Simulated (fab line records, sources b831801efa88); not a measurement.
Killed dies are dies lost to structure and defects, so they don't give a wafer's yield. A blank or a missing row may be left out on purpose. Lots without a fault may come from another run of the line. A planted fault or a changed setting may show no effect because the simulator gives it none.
fab line records | flow sfq_line
record lots=14 wafers=40 last_day=94
route steps=325 shown M0@29 I6@279 M7@292
lots that met no fault: from a run of the same line without faults
start_h: hours from the record's first day to the start of the lot's first wafer shown | wait_h: hours since the lot's step before | " the same as in the row above | L1.1+2: a row that stands for several wafers | - no value, or no start given | * or withheld: withheld | < > ~ a bound
route shown NAME@n: a module of which the file shows steps, and the number in the route of the first | usual: mean/standard deviation of fault-free wafers | same: alike in all rows | chamber/n: place in a boat | sites: the reading at each site | _std_site: their standard deviation | _edge_site: outer sites' mean less inner sites' | radius_mm: how far each site lies from the wafer's centre | mask NAME#n: copy n | behind: the tool/chamber that last shaped the wafer | hold: why the lot was held/for how many hours/how that ended | device: the transistor (n, p or np) that didn't switch | end of line: the same wafers' tests at the end of the route | a step without rows: its recipe alone | killed: dies lost to structure and defects at the first sort, not the wafer's yield | map: a wafer's dies, x killed, . not, _ none there
set.NAME: the setting as run; set.NAME@STEP: as run at that earlier step | model.NAME: the simulator's own value behind a step, which no gauge read
steps of the route over a sample of lots; a table a step, a row a wafer
services: from which hour (start_h, from the record's first day; less than 0 if before it) a tool's chamber was out of use, for how many hours, and why
## steps
# step SFQ_TRILAYER_M0_DEP_SPUTTER_019
# recipe material=Nb base_pressure_pa=1.33e-06 chamber_pressure_pa=0.1333 substrate_temp_c=20 resputter_cathode_voltage_v=400 target_thk_nm=200 power_w=2000 time_s=133.3
# usual throttle_valve_pct=29.0/1
# columns lot.wafer tool chamber start_h wait_h throttle_valve_pct
L659.1 pvd_sputter-06 - 92.59 0.0 29.7
L659.5 " - " " 30.0
L659.6 " - " " 29.3
L660.1 pvd_sputter-05 - 96.79 0.0 29.9
L660.2 " - " " 28.2
L660.6 " - " " 27.6
L661.3 pvd_sputter-06 - 105.18 0.0 29.5
L661.4 " - " " 29.4
L661.6 " - " " 29.9
L662.1 pvd_sputter-06 - 111.19 0.0 28.9
L662.3 " - " " 29.7
L662.4 " - " " 30.0
L663.2 pvd_sputter-04 - 116.01 0.0 29.5
L663.4 " - " " 29.8
L663.5 " - " " 29.2
L664.1 pvd_sputter-04 - 123.94 0.0 29.3
L664.2 " - " " 29.6
L664.3 " - " " 30.0
L665.2 pvd_sputter-04 - 128.74 0.0 29.9
L665.3 " - " " 29.8
L665.4 " - " " 29.4
L666.2 pvd_sputter-04 - 132.34 0.0 29.9
L666.3 " - " " 30.0
L666.5 " - " " 29.6
L667.1 pvd_sputter-05 - 137.14 0.0 27.5
L667.4 " - " " 27.5
L667.6 " - " " 28.2
L668.2 pvd_sputter-05 - 140.76 0.0 27.7
L668.5 " - " " 27.4
L668.6 " - " " 27.7
L669.1 pvd_sputter-05 - 149.13 0.0 29.6
L669.4 " - " " 28.4
L670.3 pvd_sputter-05 - 154.96 0.0 29.5
L670.4 " - " " 27.3
L679.2 pvd_sputter-06 - 197.04 0.0 30.3
L679.3 " - " " 29.9
L679.5 " - " " 29.8
L681.1 pvd_sputter-06 - 205.44 0.0 29.1
L681.2 " - " " 29.9
L681.3 " - " " 29.4
# step SFQ_M0_RS_MEAS_904
# recipe thk_meas_gauge=four-point-probe reads=Nb_of_TRILAYER_M0_DEP_SPUTTER_019
# usual M0_NB_RS=0.888/0.0093
# columns lot.wafer tool chamber start_h wait_h M0_NB_RS[ohm/sq]
L659.1 film_metro-04 - 92.68 0.0 0.899
L659.5 " - " " 0.897
L659.6 " - " " 0.905
L660.1 film_metro-03 - 96.88 0.0 0.873
L660.2 " - " " 0.896
L660.6 " - " " 0.883
L661.3 film_metro-02 - 105.31 0.1 0.866
L661.4 " - " " 0.870
L661.6 " - " " 0.888
L662.1 film_metro-02 - 111.28 0.0 0.900
L662.3 " - " " 0.874
L662.4 " - " " 0.897
L663.2 film_metro-03 - 116.12 0.1 0.880
L663.4 " - " " 0.873
L663.5 " - " " 0.881
L664.1 film_metro-03 - 124.03 0.0 0.879
L664.2 " - " " 0.881
L664.3 " - " " 0.877
L665.2 film_metro-03 - 128.85 0.1 0.886
L665.3 " - " " 0.892
L665.4 " - " " 0.903
L666.2 film_metro-02 - 132.45 0.1 0.891
L666.3 " - " " 0.886
L666.5 " - " " 0.885
L667.1 film_metro-02 - 137.23 0.0 0.897
L667.4 " - " " 0.874
L667.6 " - " " 0.883
L668.2 film_metro-02 - 140.87 0.1 0.885
L668.5 " - " " 0.887
L668.6 " - " " 0.899
L669.1 film_metro-04 - 149.22 0.0 0.697
L669.4 " - " " 0.891
L670.3 film_metro-02 - 155.16 0.2 0.692
L670.4 " - " " 0.877
L679.2 film_metro-02 - 197.15 0.1 0.881
L679.3 " - " " 0.878
L679.5 " - " " 0.894
L681.1 film_metro-04 - 205.53 0.0 0.918
L681.2 " - " " 0.913
L681.3 " - " " 0.900
# step SFQ_TRILAYER_M0_ETCH_METAL_ETCH_024
# recipe target=Nb stop_on=SiO2 mask_material=PR chemistry=Cl2/Ar target_depth_nm=240 icp_w=600 bias_w=80 pressure_mtorr=10 time_s=120
# usual drypump_motor_current_A=5.7/0.53 oes_product_au=0.896/0.0069
# columns lot.wafer tool chamber start_h wait_h drypump_motor_current_A oes_product_au rf_hours_counter_h
L659.1 rie_metal-04 1 152.24 0.0 5.7 0.895 55
L659.5 " 0 " " 6.1 0.894 -
L659.6 " 1 " " 5.7 0.890 -
L660.1 rie_metal-04 0 157.04 0.0 6.2 0.901 152
L660.2 " 1 " " 5.7 0.895 56
L660.6 " 1 " " 5.7 0.895 -
L661.3 rie_metal-01 1 167.88 0.1 5.6 0.908 -
L661.4 " 0 " " 5.0 0.907 -
L661.6 " 1 " " 5.6 0.895 -
L662.1 rie_metal-03 1 176.24 0.0 6.5 0.886 39
L662.3 " 1 " " 6.5 0.901 -
L662.4 " 0 " " 5.0 0.893 -
L663.2 rie_metal-04 1 179.84 0.0 5.7 0.889 62
L663.4 " 1 " " 5.7 0.908 -
L663.5 " 0 " " 6.2 0.893 -
L664.1 rie_metal-03 0 188.24 0.0 5.0 0.895 17
L664.2 " 1 " " 6.5 0.899 41
L664.3 " 0 " " 5.1 0.899 -
L665.2 rie_metal-04 0 194.34 0.0 6.2 0.896 160
L665.3 " 0 " " 6.2 0.897 -
L665.4 " 1 " " 5.7 0.893 -
L666.2 rie_metal-04 1 199.89 0.0 5.7 0.889 65
L666.3 " 0 " " 6.2 0.895 -
L666.5 " 0 " " 6.2 0.895 -
L667.1 rie_metal-01 0 205.95 0.1 5.0 0.890 93
L667.4 " 0 " " 5.0 0.903 -
L667.6 " 0 " " 5.0 0.903 -
L668.2 rie_metal-03 0 209.49 0.0 5.0 0.895 21
L668.5 " 1 " " 6.5 0.897 -
L668.6 " 0 " " 5.1 0.887 -
L669.1 rie_metal-04 0 219.56 0.0 6.2 0.993 165
L669.4 " 0 " " 6.2 0.895 -
L670.3 rie_metal-01 0 227.08 0.1 5.0 0.998 -
L670.4 " 1 " " 5.6 0.900 -
L679.2 rie_metal-01 1 274.84 0.0 5.6 0.900 9
L679.3 " 1 " " 5.6 0.895 -
L679.5 " 1 " " 5.6 0.886 -
L681.1 rie_metal-04 1 285.64 0.0 5.7 0.877 82
L681.2 " 0 " " 6.2 0.878 178
L681.3 " 0 " " 6.2 0.888 -
# step SFQ_TRILAYER_I6_VIA_STRIP_STRIP_173
# recipe gas=O2 power_w=200 platen_temp_c=40 overash_fraction=0.65 chemistry=O2 pressure_mtorr=50
# usual drypump_motor_current_A=5.7/0.55 oes_product_au=1.003/0.014
# columns lot.wafer tool chamber start_h wait_h drypump_motor_current_A oes_product_au rf_hours_counter_h
L659.1 rie_metal-01 1 1834.81 - 5.6 1.022 92
L659.5 " 1 " " 5.6 1.026 -
L659.6 " 0 " " 5.0 0.991 -
L660.1 rie_metal-04 1 1836.01 - 5.7 1.007 8
L660.2 " 1 " " 5.7 0.999 -
L660.6 " 1 " " 5.7 1.008 -
L661.3 rie_metal-01 1 1837.50 - 5.6 1.011 -
L661.4 " 0 " " 5.0 0.986 -
L661.6 " 0 " " 5.0 1.001 -
L662.1 rie_metal-03 0 1838.41 - 5.0 0.997 108
L662.3 " 1 " " 6.6 1.030 -
L662.4 " 0 " " 5.0 0.997 -
L663.2 rie_metal-01 1 1839.61 - 5.6 1.013 93
L663.4 " 1 " " 5.6 1.017 -
L663.5 " 0 " " 5.0 0.987 -
L664.1 rie_metal-03 0 1840.81 - 5.0 0.999 109
L664.2 " 1 " " 6.5 1.023 130
L664.3 " 0 " " 5.0 1.002 -
L665.2 rie_metal-01 1 1842.01 - 5.6 1.023 93
L665.3 " 1 " " 5.6 1.020 -
L665.4 " 0 " " 4.9 0.994 -
L666.2 rie_metal-03 1 1843.21 - 6.5 1.034 131
L666.3 " 0 " " 5.1 0.999 -
L666.5 " 0 " " 5.0 1.004 -
L667.1 rie_metal-01 1 1844.41 - 5.6 1.011 94
L667.4 " 1 " " 5.6 1.009 -
L667.6 " 1 " " 5.6 1.015 -
L668.2 rie_metal-03 1 1924.43 - 6.5 0.990 5
L668.5 " 1 " " 6.5 1.001 -
L668.6 " 0 " " 5.0 1.002 -
L669.1 rie_metal-04 1 1955.78 - 5.7 1.032 24
L669.4 " 0 " " 6.2 1.003 -
L670.3 rie_metal-04 0 1959.58 - 6.2 0.989 -
L670.4 " 1 " " 5.7 1.024 -
L679.2 rie_metal-04 0 2077.23 - 6.2 1.003 84
L679.3 " 0 " " 6.2 0.985 -
L679.5 " 1 " " 5.7 1.005 -
L681.1 rie_metal-03 0 2085.63 - 5.1 0.984 5
L681.2 " 1 " " 6.5 0.999 23
L681.3 " 0 " " 5.1 0.996 -
# step SFQ_TRILAYER_M7_BARC_OPEN_METAL_ETCH_229
# recipe mask_material=PR chemistry=O2 target_depth_nm=125 target=BARC icp_w=600 bias_w=80 pressure_mtorr=10 time_s=41.7
# usual drypump_motor_current_A=5.8/0.57 oes_product_au=0.685/0.0049
# columns lot.wafer tool chamber start_h wait_h drypump_motor_current_A oes_product_au rf_hours_counter_h
L659.1 rie_metal-01 0 1926.70 0.0 5.0 0.675 35
L659.5 " 1 " " 5.6 0.685 -
L659.6 " 0 " " 5.0 0.685 -
L660.1 rie_metal-03 0 1929.10 0.0 5.0 0.682 122
L660.2 " 1 " " 6.5 0.689 5
L660.6 " 0 " " 5.0 0.685 -
L661.3 rie_metal-02 1 1930.32 0.0 5.8 0.679 -
L661.4 " 0 " " 6.3 0.688 -
L661.6 " 0 " " 6.3 0.680 -
L662.1 rie_metal-03 0 1932.70 0.0 5.1 0.685 123
L662.3 " 1 " " 6.5 0.683 -
L662.4 " 0 " " 5.0 0.685 -
L663.2 rie_metal-03 0 1936.30 0.0 5.0 0.689 123
L663.4 " 0 " " 5.0 0.685 -
L663.5 " 1 " " 6.5 0.687 -
L664.1 rie_metal-02 1 1937.50 0.0 5.9 0.678 128
L664.2 " 0 " " 6.3 0.685 113
L664.3 " 1 " " 5.8 0.685 -
L665.2 rie_metal-01 0 1941.10 0.0 5.0 0.680 37
L665.3 " 0 " " 5.0 0.688 -
L665.4 " 1 " " 5.6 0.681 -
L666.2 rie_metal-03 0 1942.30 0.0 5.1 0.681 124
L666.3 " 0 " " 5.0 0.681 -
L666.5 " 0 " " 5.1 0.679 -
L667.1 rie_metal-02 1 1943.50 0.0 5.8 0.691 129
L667.4 " 1 " " 5.9 0.681 -
L667.6 " 1 " " 5.9 0.690 -
L668.2 rie_metal-03 0 1945.15 0.0 5.1 0.685 125
L668.5 " 1 " " 6.5 0.691 -
L668.6 " 0 " " 5.1 0.690 -
L669.1 rie_metal-02 1 1959.27 0.0 5.8 0.687 131
L669.4 " 0 " " 6.3 0.691 -
L670.3 rie_metal-02 0 1962.78 0.1 6.3 0.685 -
L670.4 " 0 " " 6.3 0.685 -
L679.2 rie_metal-02 1 2081.04 0.0 5.9 0.684 8
L679.3 " 0 " " 6.3 0.684 -
L679.5 " 1 " " 5.9 0.685 -
L681.1 rie_metal-02 0 2088.99 0.0 6.3 0.688 5
L681.2 " 1 " " 5.9 0.676 9
L681.3 " 1 " " 5.9 0.678 -
# step SFQ_TRILAYER_M7_ETCH_METAL_ETCH_180
# recipe target=Nb stop_on=SiO2 mask_material=PR chemistry=Cl2/Ar target_depth_nm=240 icp_w=600 bias_w=80 pressure_mtorr=10 time_s=120
# usual drypump_motor_current_A=5.8/0.57 oes_product_au=0.895/0.0081
# columns lot.wafer tool chamber start_h wait_h drypump_motor_current_A oes_product_au rf_hours_counter_h
L659.1 rie_metal-01 0 1926.76 0.0 5.0 0.895 35
L659.5 " 1 " " 5.6 0.896 -
L659.6 " 0 " " 5.0 0.899 -
L660.1 rie_metal-03 0 1929.16 0.0 5.1 0.899 122
L660.2 " 1 " " 6.5 0.887 5
L660.6 " 0 " " 5.0 0.904 -
L661.3 rie_metal-02 1 1930.40 0.1 5.9 0.889 -
L661.4 " 0 " " 6.3 0.893 -
L661.6 " 0 " " 6.3 0.890 -
L662.1 rie_metal-03 0 1932.76 0.0 5.0 0.903 123
L662.3 " 1 " " 6.5 0.902 -
L662.4 " 0 " " 5.0 0.904 -
L663.2 rie_metal-03 0 1936.36 0.0 5.0 0.887 123
L663.4 " 0 " " 5.1 0.896 -
L663.5 " 1 " " 6.5 0.902 -
L664.1 rie_metal-02 1 1937.56 0.0 5.8 0.904 128
L664.2 " 0 " " 6.3 0.904 113
L664.3 " 1 " " 5.8 0.918 -
L665.2 rie_metal-01 0 1941.16 0.0 5.0 0.892 37
L665.3 " 0 " " 5.0 0.888 -
L665.4 " 1 " " 5.6 0.883 -
L666.2 rie_metal-03 0 1942.36 0.0 5.0 0.913 124
L666.3 " 0 " " 5.1 0.899 -
L666.5 " 0 " " 5.1 0.898 -
L667.1 rie_metal-02 1 1943.56 0.0 5.8 0.900 129
L667.4 " 1 " " 5.8 0.898 -
L667.6 " 1 " " 5.9 0.898 -
L668.2 rie_metal-03 0 1945.21 0.0 5.1 0.889 125
L668.5 " 1 " " 6.5 0.886 -
L668.6 " 0 " " 5.0 0.890 -
L669.1 rie_metal-02 1 1959.33 0.0 5.9 0.909 131
L669.4 " 0 " " 6.3 0.892 -
L670.3 rie_metal-02 0 1962.95 0.1 6.3 0.888 -
L670.4 " 0 " " 6.3 0.881 -
L679.2 rie_metal-02 1 2081.10 0.0 5.8 0.894 8
L679.3 " 0 " " 6.3 0.902 -
L679.5 " 1 " " 5.8 0.893 -
L681.1 rie_metal-02 0 2089.05 0.0 6.3 0.902 5
L681.2 " 1 " " 5.9 0.894 9
L681.3 " 1 " " 5.8 0.891 -
## services
# columns tool chamber start_h hours kind
rie_metal-02 - 131.68 15.6 pm
rie_metal-01 - 148.47 16.1 repair
rie_metal-02 - 330.54 1.4 pm
rie_metal-02 1 347.75 9.7 repair
rie_metal-02 - 348.86 2.8 pm
rie_metal-02 1 436.21 2.1 repair
rie_metal-02 0 495.80 6.6 repair
rie_metal-02 - 509.67 0.5 repair
rie_metal-01 0 618.26 5.6 repair
rie_metal-02 - 652.68 28.1 pm
rie_metal-03 - 658.29 2.8 pm
rie_metal-01 - 749.53 3.8 repair
rie_metal-02 0 778.96 4.1 repair
rie_metal-01 - 820.28 2.8 pm
rie_metal-03 - 886.33 0.2 repair
rie_metal-03 - 1043.04 0.2 repair
rie_metal-03 - 1225.46 0.5 repair
rie_metal-03 - 1245.04 0.3 repair
rie_metal-03 0 1274.25 9.2 repair
rie_metal-03 - 1311.55 1.4 pm
rie_metal-03 1 1647.80 22.7 repair
rie_metal-03 - 1757.88 2.8 pm
rie_metal-03 0 1795.70 9.9 repair
rie_metal-03 1 1830.26 2.0 repair
## key
first_sign step=SFQ_M0_RS_MEAS_904 reading=M0_NB_RS direction=down sigmas=21 usual=0.888 struck=0.694
effect step=SFQ_TRILAYER_M0_ETCH_METAL_ETCH_024 reading=oes_product_au direction=up sigmas=14 usual=0.896 struck=0.996
met_at SFQ_TRILAYER_M0_DEP_SPUTTER_019
struck_lots L669,L670
struck_wafers L669.1,L670.3
not_acting_at SFQ_TRILAYER_I6_VIA_STRIP_STRIP_173,SFQ_TRILAYER_M7_BARC_OPEN_METAL_ETCH_229,SFQ_TRILAYER_M7_ETCH_METAL_ETCH_180
onset_between 140.76 149.13
fault kind=process_parameter_drift tool=pvd_sputter-05 chamber=- onset_h=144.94 steps=SFQ_TRILAYER_M0_DEP_SPUTTER_019 channel=time_s offset=* shape=step end_h=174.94 scope=struck_wafers_only acts_in=* stated=*
